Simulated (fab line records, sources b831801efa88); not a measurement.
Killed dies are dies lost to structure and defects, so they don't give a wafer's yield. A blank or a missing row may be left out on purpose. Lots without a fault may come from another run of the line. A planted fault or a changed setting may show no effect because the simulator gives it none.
fab line records | flow sky130
record lots=6 wafers=18 last_day=49
route steps=708 shown VT_ADJUST_HVTP@93 VT_ADJUST_LVTN@97 PAD_OPEN@708
lots that met no fault: from a run of the same line without faults
start_h: hours from the record's first day to the start of the lot's first wafer shown | wait_h: hours since the lot's step before | " the same as in the row above | L1.1+2: a row that stands for several wafers | - no value, or no start given | * or withheld: withheld | < > ~ a bound
route shown NAME@n: a module of which the file shows steps, and the number in the route of the first | usual: mean/standard deviation of fault-free wafers | same: alike in all rows | chamber/n: place in a boat | sites: the reading at each site | _std_site: their standard deviation | _edge_site: outer sites' mean less inner sites' | radius_mm: how far each site lies from the wafer's centre | mask NAME#n: copy n | behind: the tool/chamber that last shaped the wafer | hold: why the lot was held/for how many hours/how that ended | device: the transistor (n, p or np) that didn't switch | end of line: the same wafers' tests at the end of the route | a step without rows: its recipe alone | killed: dies lost to structure and defects at the first sort, not the wafer's yield | map: a wafer's dies, x killed, . not, _ none there
set.NAME: the setting as run; set.NAME@STEP: as run at that earlier step | model.NAME: the simulator's own value behind a step, which no gauge read
lots at some steps of the route; a table a step, a row a wafer
services: from which hour (start_h, from the record's first day; less than 0 if before it) a tool's chamber was out of use, for how many hours, and why
## steps
# step SKY_VT_ADJUST_HVTP_OVL_MEAS_08
# usual VT_ADJUST_HVTP_OVL=0.6/1.5
# columns lot.wafer tool chamber start_h wait_h VT_ADJUST_HVTP_OVL[nm]
L658.3 overlay-02 - 135.48 0.1 0.6
L658.5 " - " " 1.8
L658.6 " - " " 0.6
L664.1 overlay-01 - 169.68 0.1 1.3
L664.2 " - " " 1.6
L664.6 " - " " 0.5
L665.1 overlay-02 - 179.87 0.1 2.1
L665.2 " - " " 0.7
L665.3 " - " " 0.5
L666.1 overlay-02 - 182.67 0.1 0.7
L666.2 " - " " -0.6
L666.4 " - " " -0.6
L673.2 overlay-02 - 244.93 0.1 -1.5
L673.5 " - " " 1.0
L673.6 " - " " -0.5
L675.4 overlay-01 - 248.39 0.1 2.5
L675.5 " - " " 1.8
L675.6 " - " " 1.0
# step SKY_VT_ADJUST_HVTP_IMPLANT_09
# recipe species=As energy_kev=150 dose_cm2=4.3e+12 tilt_deg=withheld
# step SKY_VT_ADJUST_HVTP_STRIP_10
# recipe chemistry=O2/N2 power_w=1400 pressure_mtorr=1500 platen_temp_c=withheld o2_flow_sccm=3000 n2_flow_sccm=300 overash_fraction=0.5
# usual drypump_motor_current_A=5.5/0.36 oes_product_au=0.716/0.0049 strip_time_to_endpoint_s=14.18/0.038
# columns lot.wafer tool chamber start_h wait_h drypump_motor_current_A oes_product_au rf_hours_counter_h strip_time_to_endpoint_s
L658.3 plasma_asher-03 0 135.69 0.1 4.8 0.712 - 14.20
L658.5 " 0 " " 4.8 0.716 - 14.20
L658.6 " 1 " " 5.9 0.717 - 14.19
L664.1 plasma_asher-03 1 169.87 0.1 5.9 0.710 49 14.18
L664.2 " 0 " " 4.8 0.717 49 14.19
L664.6 " 1 " " 5.8 0.723 - 14.17
L665.1 plasma_asher-02 1 180.06 0.1 5.6 0.720 35 14.11
L665.2 " 0 " " 5.8 0.711 35 14.12
L665.3 " 1 " " 5.6 0.706 - 14.12
L666.1 plasma_asher-02 0 182.86 0.1 5.8 0.713 36 14.20
L666.2 " 1 " " 5.5 0.718 36 14.21
L666.4 " 0 " " 5.8 0.720 - 14.18
L673.2 plasma_asher-03 0 245.11 0.1 4.8 0.721 57 14.17
L673.5 " 0 " " 4.8 0.712 - 14.20
L673.6 " 1 " " 5.8 0.725 - 14.19
L675.4 plasma_asher-03 0 248.59 0.1 4.8 0.710 - 14.28
L675.5 " 1 " " 5.8 0.719 - 14.22
L675.6 " 0 " " 4.8 0.718 - 14.22
# step SKY_VT_ADJUST_HVTP_TW_MEAS_11
# usual VT_ADJUST_HVTP_TW=1363/7.6
# columns lot.wafer tool chamber start_h wait_h VT_ADJUST_HVTP_TW
L658.3 film_metro-04 - 135.78 0.1 1360
L658.5 " - " " 1356
L658.6 " - " " 1364
L664.1 film_metro-04 - 169.97 0.1 1365
L664.2 " - " " 1365
L664.6 " - " " 1364
L665.1 film_metro-03 - 180.16 0.1 1374
L665.2 " - " " 1368
L665.3 " - " " 1368
L666.1 film_metro-01 - 182.96 0.1 1352
L666.2 " - " " 1351
L666.4 " - " " 1359
L673.2 film_metro-04 - 245.22 0.1 1360
L673.5 " - " " 1372
L673.6 " - " " 1369
L675.4 film_metro-04 - 248.69 0.1 1355
L675.5 " - " " 1367
L675.6 " - " " 1365
# step SKY_VT_ADJUST_LVTN_DEHYDRATE_00
# recipe temp_c=200 time_s=60
# step SKY_VT_ADJUST_LVTN_HMDS_01
# recipe prime_time_s=60 prime_temp_c=120
# step SKY_VT_ADJUST_LVTN_COAT_02
# recipe spin_rpm=2000 resist_thk_nm=3000
# step SKY_VT_ADJUST_LVTN_SOFTBAKE_03
# recipe temp_c=110 time_s=withheld
# step SKY_VT_ADJUST_LVTN_EXPOSE_04
# recipe mask_id=NWM_COMPLEMENT_LESS_NATIVE na=0.6 source_shape=conventional sigma_outer=0.6 polarization=unpolarized target_cd_nm=840 dose_mj=194
# step SKY_VT_ADJUST_LVTN_PEB_05
# recipe temp_c=115 time_s=withheld
# step SKY_VT_ADJUST_LVTN_DEVELOP_06
# recipe wall_angle_deg=90 developer=TMAH develop_time_s=60 dev_temp_c=23
# step SKY_VT_ADJUST_LVTN_OVL_MEAS_07
# usual VT_ADJUST_LVTN_OVL=-1.0/1.2
# columns lot.wafer tool chamber start_h wait_h VT_ADJUST_LVTN_OVL[nm]
L658.3 overlay-02 - 154.76 - 1.0
L658.5 " - " " -0.3
L658.6 " - " " 0.6
L664.1 overlay-01 - 190.01 - -0.1
L664.2 " - " " -1.7
L664.6 " - " " -1.1
L665.1 overlay-02 - 200.60 - -1.0
L665.2 " - " " -2.4
L665.3 " - " " -0.9
L666.1 overlay-02 - 204.40 - -1.4
L666.2 " - " " -1.5
L666.4 " - " " -1.6
L673.2 overlay-02 - 267.66 - -0.7
L673.5 " - " " -2.6
L673.6 " - " " -1.6
L675.4 overlay-02 - 271.87 - -1.5
L675.5 " - " " -1.1
L675.6 " - " " -1.1
# step SKY_VT_ADJUST_LVTN_IMPLANT_08
# recipe species=B energy_kev=30 dose_cm2=1.57e+12 tilt_deg=withheld
# usual dose_ions_cm2=1.5701e+12/2.1e+09 faraday_current_uA=8.86/0.19
# columns lot.wafer tool chamber start_h wait_h dose_ions_cm2 faraday_current_uA
L658.3 implanter-04 0 154.84 0.1 1.57e+12 8.94
L658.5 " 0 " " 1.5729e+12 8.56
L658.6 " 0 " " 1.5698e+12 8.91
L664.1 implanter-04 0 190.05 0.0 1.2613e+12 6.91
L664.2 " 0 " " 1.2612e+12 7.17
L664.6 " 0 " " 1.2592e+12 7.10
L665.1 implanter-02 0 200.64 0.0 1.5693e+12 8.54
L665.2 " 0 " " 1.5702e+12 8.41
L665.3 " 0 " " 1.5685e+12 9.03
L666.1 implanter-04 0 204.44 0.0 1.2586e+12 6.87
L666.2 " 0 " " 1.2555e+12 7.13
L666.4 " 0 " " 1.2564e+12 7.22
L673.2 implanter-04 0 267.71 0.0 1.5723e+12 8.71
L673.5 " 0 " " 1.5716e+12 9.18
L673.6 " 0 " " 1.5708e+12 9.05
L675.4 implanter-04 0 271.96 0.1 1.5711e+12 8.83
L675.5 " 0 " " 1.5708e+12 9.07
L675.6 " 0 " " 1.5707e+12 8.85
# step SKY_VT_ADJUST_LVTN_STRIP_09
# recipe chemistry=O2/N2 power_w=1400 pressure_mtorr=1500 platen_temp_c=withheld o2_flow_sccm=3000 n2_flow_sccm=300 overash_fraction=0.5
# usual drypump_motor_current_A=5.42/0.17 oes_product_au=0.722/0.0046 strip_time_to_endpoint_s=36.98/0.097
# columns lot.wafer tool chamber start_h wait_h drypump_motor_current_A oes_product_au rf_hours_counter_h strip_time_to_endpoint_s
L658.3 plasma_asher-01 0 154.97 0.1 5.29 0.723 - 37.06
L658.5 " 1 " " 5.34 0.723 - 36.89
L658.6 " 0 " " 5.30 0.721 - 36.93
L664.1 plasma_asher-02 0 190.20 0.1 5.81 0.724 36 36.93
L664.2 " 1 " " 5.53 0.722 36 36.95
L664.6 " 0 " " 5.84 0.722 - 37.11
L665.1 plasma_asher-01 0 200.79 0.1 5.25 0.717 53 37.06
L665.2 " 1 " " 5.36 0.726 53 37.04
L665.3 " 1 " " 5.35 0.717 - 37.06
L666.1 plasma_asher-04 1 204.59 0.1 5.42 0.718 8 36.86
L666.2 " 0 " " 5.60 0.727 8 36.73
L666.4 " 1 " " 5.41 0.723 - 36.77
L673.2 plasma_asher-04 0 267.84 0.1 5.56 0.725 15 36.89
L673.5 " 1 " " 5.42 0.721 - 36.94
L673.6 " 0 " " 5.60 0.722 - 36.90
L675.4 plasma_asher-01 1 272.07 0.1 5.32 0.730 - 36.85
L675.5 " 0 " " 5.26 0.726 - 36.80
L675.6 " 1 " " 5.35 0.721 - 36.86
# step SKY_VT_ADJUST_LVTN_TW_MEAS_10
# usual VT_ADJUST_LVTN_TW=242.4/1.7
# columns lot.wafer tool chamber start_h wait_h hold VT_ADJUST_LVTN_TW
L658.3 film_metro-04 - 155.06 0.1 - 242.2
L658.5 " - " " - 242.7
L658.6 " - " " - 241.2
L664.1 film_metro-02 - 190.30 0.1 await_dispo/0.2h/release 225.5
L664.2 " - " " await_dispo/0.2h/release 225.3
L664.6 " - " " await_dispo/0.2h/release 226.0
L664.1 film_metro-02 - 190.52 0.2 - 226.2
L664.2 " - " " - 224.6
L664.6 " - " " - 225.6
L665.1 film_metro-02 - 200.89 0.1 - 239.9
L665.2 " - " " - 239.9
L665.3 " - " " - 240.7
L666.1 film_metro-03 - 204.69 0.1 await_dispo/0.2h/release 230.1
L666.2 " - " " await_dispo/0.2h/release 230.8
L666.4 " - " " await_dispo/0.2h/release 229.9
L666.1 film_metro-03 - 204.92 0.2 - 229.7
L666.2 " - " " - 230.4
L666.4 " - " " - 231.3
L673.2 film_metro-04 - 267.95 0.1 - 243.7
L673.5 " - " " - 242.5
L673.6 " - " " - 242.9
L675.4 film_metro-02 - 272.17 0.1 - 239.4
L675.5 " - " " - 242.4
L675.6 " - " " - 241.2
# step SKY_PAD_OPEN_PROBE_99
# usual killed_at_M0_to_M3=42/6.3 killed_at_M4_up=3.2/1.9 killed_at_contacts=24/5.8 killed_at_front_end=15/4.3 killed_at_other=0.2/0.62 killed_dies=85/9.3 killed_open=46/6.8 killed_short=38/6.1
# same gross_dies=492 killed_at_back_side=0
# columns lot.wafer tool chamber start_h wait_h killed_at_M0_to_M3 killed_at_M4_up killed_at_contacts killed_at_front_end killed_at_other killed_dies killed_open killed_short model.etest.nfet_01v8_lvt.body_rise_v
L658.3 prober-02 - 1081.65 0.2 36 1 33 13 0 83 44 39 0.1504
L658.5 prober-02 - 1081.75 0.2 50 3 29 16 0 98 52 46 0.1487
L658.6 prober-02 - 1081.80 0.2 44 3 35 10 0 92 56 36 0.1474
L664.1 prober-02 - 1112.86 0.1 46 5 17 13 0 81 45 33 0.1415
L664.2 prober-02 - 1112.91 0.1 55 1 24 12 0 92 58 32 0.14
L664.6 prober-02 - 1113.11 0.2 44 5 20 13 0 82 50 32 0.1412
L665.1 prober-01 - 1120.93 0.1 47 2 29 10 1 89 50 39 0.1465
L665.2 prober-01 - 1120.98 0.1 45 2 18 19 1 85 49 36 0.1454
L665.3 prober-01 - 1121.03 0.2 45 2 19 18 0 84 56 28 0.1462
L666.1 prober-02 - 1127.24 0.1 35 3 23 24 0 85 39 46 0.1468
L666.2 prober-02 - 1127.29 0.1 40 5 20 19 1 85 52 33 0.1429
L666.4 prober-02 - 1127.39 0.2 31 0 18 17 1 67 37 30 0.1436
L675.4 prober-02 - 1182.37 0.2 45 4 32 18 0 99 49 50 0.143
L675.5 prober-02 - 1182.42 0.2 43 4 26 10 0 83 44 39 0.142
L675.6 prober-02 - 1182.47 0.2 50 4 30 12 1 97 48 49 0.141
L673.2 prober-01 - 1184.46 0.1 37 6 16 17 0 76 40 36 0.1492
L673.5 prober-01 - 1184.61 0.2 46 2 24 15 0 87 52 35 0.146
L673.6 prober-01 - 1184.66 0.2 50 3 32 14 0 99 52 47 0.1444
# killed by level:class
L658.3 CONTACT:geometric_particle:open=11 VIA1:geometric_particle:open=10 CONTACT:geometric_particle:short=7 LI_CONTACT:geometric_particle:open=6 LI_CONTACT:geometric_particle:short=5 METAL1:geometric_particle:short=5 METAL2:geometric_particle:short=5 VIA3:geometric_particle:short=4
L658.5 VIA1:geometric_particle:open=11 CONTACT:geometric_particle:open=8 VIA3:geometric_particle:open=8 VIA2:geometric_particle:open=8 FIELD_ISO:geometric_particle:short=7 LI_CONTACT:geometric_particle:open=7 CONTACT:geometric_particle:short=7 LOCAL_INTERCONNECT:geometric_particle:short=6
L658.6 CONTACT:geometric_particle:open=14 LI_CONTACT:geometric_particle:open=12 VIA3:geometric_particle:open=8 VIA1:geometric_particle:open=8 METAL1:geometric_particle:short=6 VIA1:geometric_particle:short=6 VIA2:geometric_particle:open=5 FIELD_ISO:geometric_particle:short=4
L664.1 VIA2:geometric_particle:open=10 VIA1:geometric_particle:open=8 CONTACT:geometric_particle:open=7 METAL1:geometric_particle:short=7 VIA3:geometric_particle:open=7 CONTACT:geometric_particle:short=5 POLY_GATE:geometric_particle:open=4 LI_CONTACT:geometric_particle:open=4
L664.2 VIA1:geometric_particle:open=13 VIA3:geometric_particle:open=9 CONTACT:geometric_particle:open=9 LI_CONTACT:geometric_particle:open=8 VIA2:geometric_particle:open=8 METAL1:geometric_particle:short=7 FIELD_ISO:geometric_particle:open=6 METAL2:geometric_particle:short=5
L664.6 VIA1:geometric_particle:open=13 LI_CONTACT:geometric_particle:open=7 CONTACT:geometric_particle:open=6 METAL1:geometric_particle:short=6 VIA1:geometric_particle:short=6 LOCAL_INTERCONNECT:geometric_particle:short=5 VIA3:geometric_particle:open=5 VIA2:geometric_particle:open=5
L665.1 CONTACT:geometric_particle:open=15 METAL1:geometric_particle:short=13 VIA1:geometric_particle:open=10 LI_CONTACT:geometric_particle:open=6 VIA2:geometric_particle:open=5 VIA3:geometric_particle:open=5 CONTACT:geometric_particle:short=4 METAL2:geometric_particle:short=3
L665.2 VIA3:geometric_particle:open=10 VIA1:geometric_particle:open=8 CONTACT:geometric_particle:short=7 VIA2:geometric_particle:open=7 LI_CONTACT:geometric_particle:open=6 VIA3:geometric_particle:short=6 POLY_GATE:geometric_particle:open=5 CONTACT:geometric_particle:open=5
L665.3 VIA1:geometric_particle:open=14 CONTACT:geometric_particle:open=10 VIA2:geometric_particle:open=8 VIA3:geometric_particle:open=8 POLY_GATE:geometric_particle:open=5 METAL2:geometric_particle:short=5 LI_CONTACT:geometric_particle:open=4 FIELD_ISO:geometric_particle:open=3
L666.1 FIELD_ISO:geometric_particle:open=9 METAL2:geometric_particle:short=8 VIA1:geometric_particle:open=8 CONTACT:geometric_particle:short=7 CONTACT:geometric_particle:open=7 LOCAL_INTERCONNECT:geometric_particle:short=6 VIA2:geometric_particle:short=5 FIELD_ISO:geometric_particle:short=4
L666.2 CONTACT:geometric_particle:open=9 VIA1:geometric_particle:open=8 FIELD_ISO:geometric_particle:open=7 METAL1:geometric_particle:short=7 VIA3:geometric_particle:open=7 LI_CONTACT:geometric_particle:open=6 FIELD_ISO:geometric_particle:short=5 METAL1:geometric_particle:open=4
L666.4 FIELD_ISO:geometric_particle:open=6 VIA3:geometric_particle:open=6 VIA2:geometric_particle:open=5 LI_CONTACT:geometric_particle:open=5 LOCAL_INTERCONNECT:geometric_particle:short=5 CONTACT:geometric_particle:open=5 FIELD_ISO:geometric_particle:short=4 VIA2:geometric_particle:short=4
L675.4 CONTACT:geometric_particle:open=9 METAL1:geometric_particle:short=8 POLY_GATE:geometric_particle:short=7 LI_CONTACT:geometric_particle:open=7 VIA1:geometric_particle:open=7 VIA2:geometric_particle:open=7 LI_CONTACT:geometric_particle:short=6 CONTACT:geometric_particle:short=6
L675.5 LI_CONTACT:geometric_particle:open=10 VIA2:geometric_particle:open=8 METAL1:geometric_particle:short=7 VIA1:geometric_particle:open=7 METAL1:geometric_particle:open=6 LOCAL_INTERCONNECT:geometric_particle:short=5 CONTACT:geometric_particle:open=5 FIELD_ISO:geometric_particle:short=4
L675.6 VIA2:geometric_particle:open=9 CONTACT:geometric_particle:short=8 VIA1:geometric_particle:open=8 LOCAL_INTERCONNECT:geometric_particle:short=7 METAL1:geometric_particle:short=6 METAL2:geometric_particle:short=6 LI_CONTACT:geometric_particle:open=5 VIA3:geometric_particle:open=5
L673.2 VIA1:geometric_particle:open=10 POLY_GATE:geometric_particle:open=7 LI_CONTACT:geometric_particle:open=6 METAL2:geometric_particle:short=5 VIA3:geometric_particle:short=5 CONTACT:geometric_particle:short=4 VIA1:geometric_particle:short=4 VIA2:geometric_particle:short=4
L673.5 VIA3:geometric_particle:open=11 VIA1:geometric_particle:open=9 CONTACT:geometric_particle:open=8 LI_CONTACT:geometric_particle:open=7 FIELD_ISO:geometric_particle:short=5 METAL1:geometric_particle:short=5 VIA1:geometric_particle:short=4 VIA2:geometric_particle:open=4
L673.6 CONTACT:geometric_particle:open=14 VIA1:geometric_particle:open=9 VIA3:geometric_particle:open=8 VIA1:geometric_particle:short=7 CONTACT:geometric_particle:short=6 FIELD_ISO:geometric_particle:short=5 LI_CONTACT:geometric_particle:open=5 VIA2:geometric_particle:open=5
## services
# columns tool chamber start_h hours kind
plasma_asher-04 0 117.75 - clean
plasma_asher-04 1 117.75 - clean
plasma_asher-03 - 124.51 0.5 repair
plasma_asher-04 - 160.57 2.8 repair
implanter-04 - 196.25 0.5 repair
implanter-04 - 218.58 2.1 pm
plasma_asher-01 - 247.52 18.3 repair
implanter-02 - 259.48 3.7 repair
implanter-02 - 265.69 1.8 repair
## key
first_sign step=SKY_VT_ADJUST_LVTN_IMPLANT_08 reading=dose_ions_cm2 direction=down sigmas=99+ usual=* struck=*
effect step=SKY_VT_ADJUST_LVTN_IMPLANT_08 reading=faraday_current_uA direction=down sigmas=9.3 usual=8.86 struck=7.07
effect step=SKY_VT_ADJUST_LVTN_TW_MEAS_10 reading=visit direction=added
effect step=SKY_VT_ADJUST_LVTN_TW_MEAS_10 reading=VT_ADJUST_LVTN_TW direction=down sigmas=8.3 usual=242.4 struck=227.9
model_effect step=SKY_PAD_OPEN_PROBE_99 value=etest.nfet_01v8_lvt.body_rise_v without=0.1476 struck=0.1427
met_at SKY_VT_ADJUST_LVTN_IMPLANT_08
struck_wafers L664.1,L664.2,L664.6,L666.1,L666.2,L666.4
tester_left_out L664,L666
onset_between 154.84 190.05
fault kind=process_parameter_drift tool=implanter-04 chamber=- onset_h=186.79 steps=SKY_VT_ADJUST_LVTN_IMPLANT_08 channel=dose_cm2 offset=* shape=step end_h=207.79 acts_in=* stated=*
# tester_left_out: of these lots the tester's yield and bins aren't shown, on N5 and GAA mostly nor the transistor test; their killed dies are dies lost to structure and defects alone, not to doping, threshold or leakage, so they don't give the yield
